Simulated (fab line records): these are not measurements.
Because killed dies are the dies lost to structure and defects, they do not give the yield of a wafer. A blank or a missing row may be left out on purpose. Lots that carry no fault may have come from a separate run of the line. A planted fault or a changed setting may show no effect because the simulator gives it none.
A single fault, viewed from 2 desks ; flow gf180mcu ; numbers are kept per desk, each desk with only its own; the story behind them comes last

== AT THE TOOL OWNER'S DESK: rie si-01 ==
The tool's own readings at GF_POLY_GATE_ETCH_13 (etches poly-Si in HBr/Cl2, stops on SiO2, target depth 198.5 nm, time 66.32 s): means of the sampled wafers that have a number, for each lot that ran on this tool. Any lot whose mean is over 4 standard deviations away from the usual mean is out of limits and marked OUT; that distance is given in the brackets.
Columns: A = drypump motor current A at GF_POLY_GATE_ETCH_13, usual 6.0 A; B = he backside leak sccm at GF_POLY_GATE_ETCH_13, usual 2.7 sccm; C = oes product au at GF_POLY_GATE_ETCH_13, usual 0.995 a.u.; D = throttle valve pct at GF_POLY_GATE_ETCH_13, usual 33.685 %
lot;first seen here;A;B;C;D
L687;day 10 17:43;6.4;2.8;0.996;33.682
L691;day 11 22:46;6.0;2.8;0.870 (-8.3) OUT;33.683
L692;day 12 04:34;6.4;2.5;0.883 (-7.4) OUT;33.686
L693;day 12 11:19;6.1;2.6;0.886 (-7.2) OUT;33.684
L703;day 15 10:55;6.1;2.7;0.997;33.690
This desk finds L691, L692, L693 out of limits, L691 being first, at day 11 22:46 (oes product au at GF_POLY_GATE_ETCH_13). Within limits: L687, L703.

== FROM THE METROLOGY DESK ==
Lot by lot, what the gauges showed, no matter which tool ran the lot: averages of those sampled wafers that carry a number. Any lot whose mean is over 4 standard deviations away from the usual mean is out of limits and marked OUT; that distance is given in the brackets.
Columns: A = POLY_GATE_CVD_00_THK at GF_POLY_GATE_THK_MEAS_01, usual 200.2 nm; B = cd nm at GF_POLY_GATE_CD_MEAS_10, usual 279.7 nm; C = POLY_GATE_OVL at GF_POLY_GATE_OVL_MEAS_11, usual 1 nm
lot;first seen here;A;B;C
L685;day 9 10:23;203.4;280.2;-6
L687;day 9 23:37;195.8;280.6;-1
L691;day 11 04:24;198.3;278.7;3
L692;day 11 09:25;202.3;278.6;4
L693;day 11 16:01;203.1;281.5;-4
L703;day 14 12:53;202.5;280.4;2
L705;day 15 04:54;199.4;281.2;5
Finding of this desk: none of the 7 lots has anything out of limits.

== PUT TOGETHER ==
The tool owner's desk had the chance to raise an alarm at day 11 22:46 on L691, L692, L693.
Nothing out of limits was seen by the metrology desk.
The metrology desk has L691, L692, L693 on record, within its limits.
On rie si-01, each named lot ran GF_POLY_GATE_ETCH_13.

== WHAT THE SIMULATOR PUT IN ==
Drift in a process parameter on rie si-01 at GF_POLY_GATE_ETCH_13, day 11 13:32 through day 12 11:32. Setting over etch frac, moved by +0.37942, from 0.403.
Shown lots that were struck: L691, L692, L693.
Each desk's first reading out of limits, in hours after the fault started: the tool owner's desk, 9.
